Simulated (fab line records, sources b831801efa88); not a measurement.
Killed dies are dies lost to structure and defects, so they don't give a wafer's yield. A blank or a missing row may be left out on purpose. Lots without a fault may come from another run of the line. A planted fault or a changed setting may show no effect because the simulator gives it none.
Which tool did it? | flow sky130 | 13 lots, 39 wafers sampled, at 6 steps of a route of 708

WHAT THE GAUGES READ, wafer by wafer
SKY_RES_XHIGH_TW_MEAS_09. Usual: RES_XHIGH_TW 1643, standard deviation 9.8.
lot  | measured     | on            | RES_XHIGH_TW   | flag
L104 | day 26 21:56 | film_metro-02 | 1634 1634 1631 |
L106 | day 27 12:26 | film_metro-02 | 1642 1645 1624 |
L108 | day 28 08:32 | film_metro-02 | 1634 1636 1644 |
L109 | day 28 13:20 | film_metro-03 | 1643 1630 1641 |
L110 | day 28 21:29 | film_metro-03 | 1637 1640 1632 |
L115 | day 30 16:22 | film_metro-03 | 1642 1639 1642 |
L116 | day 30 23:53 | film_metro-02 | 1645 1650 1639 |
L118 | day 31 12:54 | film_metro-03 | 1644 1640 1631 |
L119 | day 31 22:44 | film_metro-02 | 1644 1649 1650 |
L121 | day 32 15:37 | film_metro-03 | 1635 1637 1635 |
L123 | day 33 03:34 | film_metro-02 | 1642 1647 1639 |
L125 | day 33 18:35 | film_metro-03 | 1626 1625 1633 |
L127 | day 34 14:56 | film_metro-04 | 1657 1645 1654 |

SKY_SD_N_CD_MEAS_07: target cd 380 nm. Usual: cd_nm 378.5 nm, standard deviation 2.8.
lot  | measured     | on        | cd_nm (nm)        | flag
L104 | day 28 02:35 | cd_sem-01 | 380.7 381.9 384.4 |
L106 | day 28 17:16 | cd_sem-02 | 380.6 381.0 382.5 |
L108 | day 29 12:44 | cd_sem-01 | 380.4 378.7 383.4 |
L109 | day 29 17:03 | cd_sem-02 | 375.8 378.0 379.8 |
L110 | day 30 01:16 | cd_sem-02 | 376.5 376.5 376.4 |
L115 | day 31 19:30 | cd_sem-02 | 382.0 379.4 381.9 |
L116 | day 32 02:46 | cd_sem-02 | 376.4 378.5 376.4 |
L118 | day 32 16:12 | cd_sem-01 | 377.3 378.6 375.7 |
L119 | day 33 01:57 | cd_sem-02 | 373.7 375.3 372.4 |
L121 | day 33 18:36 | cd_sem-02 | 376.3 373.5 373.8 |
L123 | day 34 05:53 | cd_sem-01 | 375.3 378.7 379.2 |
L125 | day 34 20:35 | cd_sem-02 | 380.2 378.5 378.3 |
L127 | day 35 17:28 | cd_sem-01 | 382.7 379.7 380.0 |

SKY_SD_N_RS_MEAS_16: measures by four-point-probe. Usual: SD_N_RS 68.63 ohm/sq, standard deviation 0.11.
lot  | measured     | on            | SD_N_RS (ohm/sq)  | flag
L104 | day 28 03:26 | film_metro-02 | 68.62 68.66 68.63 |
L106 | day 28 18:07 | film_metro-04 | 68.66 68.58 68.53 |
L108 | day 29 13:34 | film_metro-03 | 68.82 68.58 68.70 |
L109 | day 29 17:53 | film_metro-04 | 68.50 68.50 68.51 |
L110 | day 30 02:07 | film_metro-02 | 68.76 68.60 68.70 |
L115 | day 31 20:24 | film_metro-03 | 68.66 68.73 68.66 |
L116 | day 32 03:37 | film_metro-04 | 71.58 71.50 71.49 | OFF
L118 | day 32 17:02 | film_metro-02 | 71.42 71.33 71.39 | OFF
L119 | day 33 02:47 | film_metro-02 | 68.66 68.72 68.73 |
L121 | day 33 19:26 | film_metro-03 | 68.80 68.68 68.78 |
L123 | day 34 06:44 | film_metro-03 | 68.63 68.79 68.76 |
L125 | day 34 21:25 | film_metro-04 | 68.68 68.58 68.49 |
L127 | day 35 18:18 | film_metro-02 | 68.58 68.65 68.64 |

SKY_SD_N_RS_MEAS_17: measures by four-point-probe. Usual: SD_P_RS 147.5 ohm/sq, standard deviation 0.37.
lot  | measured     | on            | SD_P_RS (ohm/sq)  | flag
L104 | day 28 03:33 | film_metro-02 | 147.5 147.5 147.6 |
L106 | day 28 18:14 | film_metro-04 | 147.5 147.6 147.2 |
L108 | day 29 13:41 | film_metro-03 | 147.8 147.7 147.5 |
L109 | day 29 18:01 | film_metro-04 | 147.2 146.6 146.7 |
L110 | day 30 02:14 | film_metro-02 | 148.0 147.7 148.0 |
L115 | day 31 20:31 | film_metro-03 | 147.5 147.4 147.7 |
L116 | day 32 03:44 | film_metro-04 | 164.6 164.0 163.9 | OFF
L118 | day 32 17:10 | film_metro-02 | 163.6 163.5 163.4 | OFF
L119 | day 33 02:54 | film_metro-02 | 147.4 147.8 147.8 |
L121 | day 33 19:33 | film_metro-03 | 148.3 147.7 148.0 |
L123 | day 34 06:51 | film_metro-03 | 147.9 147.8 147.7 |
L125 | day 34 21:32 | film_metro-04 | 147.3 147.7 147.2 |
L127 | day 35 18:25 | film_metro-02 | 147.7 147.3 147.7 |

SKY_LI_CONTACT_THK_MEAS_01. Usual: LI_CONTACT_HDPCVD_THK 925 nm, standard deviation 9.7.
lot  | measured     | on            | LI_CONTACT_HDPCVD_THK (nm) | flag
L104 | day 28 03:58 | film_metro-02 | 940 934 936                |
L106 | day 28 18:35 | film_metro-03 | 918 931 918                |
L108 | day 29 14:03 | film_metro-04 | 929 933 917                |
L109 | day 29 18:22 | film_metro-04 | 930 926 928                |
L110 | day 30 02:35 | film_metro-04 | 924 929 928                |
L115 | day 31 20:54 | film_metro-03 | 926 920 933                |
L116 | day 32 04:05 | film_metro-03 | 914 921 924                |
L118 | day 32 17:32 | film_metro-04 | 924 930 914                |
L119 | day 33 03:14 | film_metro-04 | 921 933 945                |
L121 | day 33 19:53 | film_metro-04 | 920 937 918                |
L123 | day 34 07:12 | film_metro-03 | 916 912 930                |
L125 | day 34 21:55 | film_metro-03 | 928 924 939                |
L127 | day 35 18:46 | film_metro-03 | 928 921 929                |

WHICH TOOL RAN EACH LOT (tool, then ch and the chambers of the sampled wafers, then the start)
lot  | SKY_SD_N_RTA_14
L104 | rtp_anneal-02 ch 0, day 28 03:15
L106 | rtp_anneal-01 ch 0, day 28 17:56
L108 | rtp_anneal-01 ch 0, day 29 13:24
L109 | rtp_anneal-02 ch 0, day 29 17:43
L110 | rtp_anneal-01 ch 0, day 30 01:56
L115 | rtp_anneal-02 ch 0, day 31 20:10
L116 | rtp_anneal-01 ch 0, day 32 03:26
L118 | rtp_anneal-01 ch 0, day 32 16:51
L119 | rtp_anneal-02 ch 0, day 33 02:35
L121 | rtp_anneal-02 ch 0, day 33 19:14
L123 | rtp_anneal-02 ch 0, day 34 06:33
L125 | rtp_anneal-02 ch 0, day 34 21:15
L127 | rtp_anneal-02 ch 0, day 35 18:07
- SKY_SD_N_RTA_14: time 2 s.

WHAT THE TOOLS THEMSELVES READ (means of the sampled wafers that have a number; where no wafer has one, the mark that the record gives instead)
SKY_SD_N_RTA_14. Usual: lamp_power_pct 15.73 %, standard deviation 0.052; wafer_temp_C_max 1078.0, standard deviation 1.2.
lot  | tool          | lamp_power_pct (%) | wafer_temp_C_max | flag
L104 | rtp_anneal-02 | 15.69              | 1078.3           |
L106 | rtp_anneal-01 | 15.72              | 1077.7           |
L108 | rtp_anneal-01 | 15.76              | 1078.7           |
L109 | rtp_anneal-02 | 15.78              | 1078.2           |
L110 | rtp_anneal-01 | 15.76              | 1078.0           |
L115 | rtp_anneal-02 | 15.80              | 1077.3           |
L116 | rtp_anneal-01 | 15.10              | 1079.1           | OFF
L118 | rtp_anneal-01 | 15.13              | 1078.0           | OFF
L119 | rtp_anneal-02 | 15.75              | 1078.2           |
L121 | rtp_anneal-02 | 15.69              | 1079.0           |
L123 | rtp_anneal-02 | 15.75              | 1077.9           |
L125 | rtp_anneal-02 | 15.73              | 1077.2           |
L127 | rtp_anneal-02 | 15.73              | 1079.0           |

THE ANSWER, worked out from the rows above alone
Rule: a lot is off if the mean of its wafers that have a number lies more than 3 standard deviations from the usual mean. A lot without any number at a reading at which 4 lots or more have one is off too. The other lots that the step has rows for count as sound. The gauges are gone through in route order, then the tools' own readings, and for those a lot's mean is taken as printed above. The first step at which some lot is off is used, and at that step the reading that is off furthest; a lot without a number counts as furthest.
Off: L116, L118, at SKY_SD_N_RS_MEAS_16 (SD_N_RS).
A tool fits if, at a process step before that reading, it ran every lot that is off, and no sound lot after the first of them. The gauges at SKY_SD_N_RS_MEAS_16 aren't tried: what is off there is off at SKY_SD_N_RTA_14 too, on other tools, and a gauge's error can't cause that. One fits: rtp_anneal-01 at SKY_SD_N_RTA_14. Its last sound lot is L110 (day 30 01:56), its first lot that is off L116 (day 32 03:26): a fault that began between those two fits.
The tool's own readings at SKY_SD_N_RTA_14 bear it out: on the lots that are off they differ by more than 5 times the standard deviation of the sound lots' means. lamp_power_pct reads 15.12 % there against 15.74 % on the sound lots.

WHAT THE SIMULATOR HAD PUT IN
Process parameter drift: rtp_anneal-01, from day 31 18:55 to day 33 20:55, at SKY_SD_N_RTA_14. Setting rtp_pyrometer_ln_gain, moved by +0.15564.
Lots struck among those shown: L116, L118. The rule above found the same.
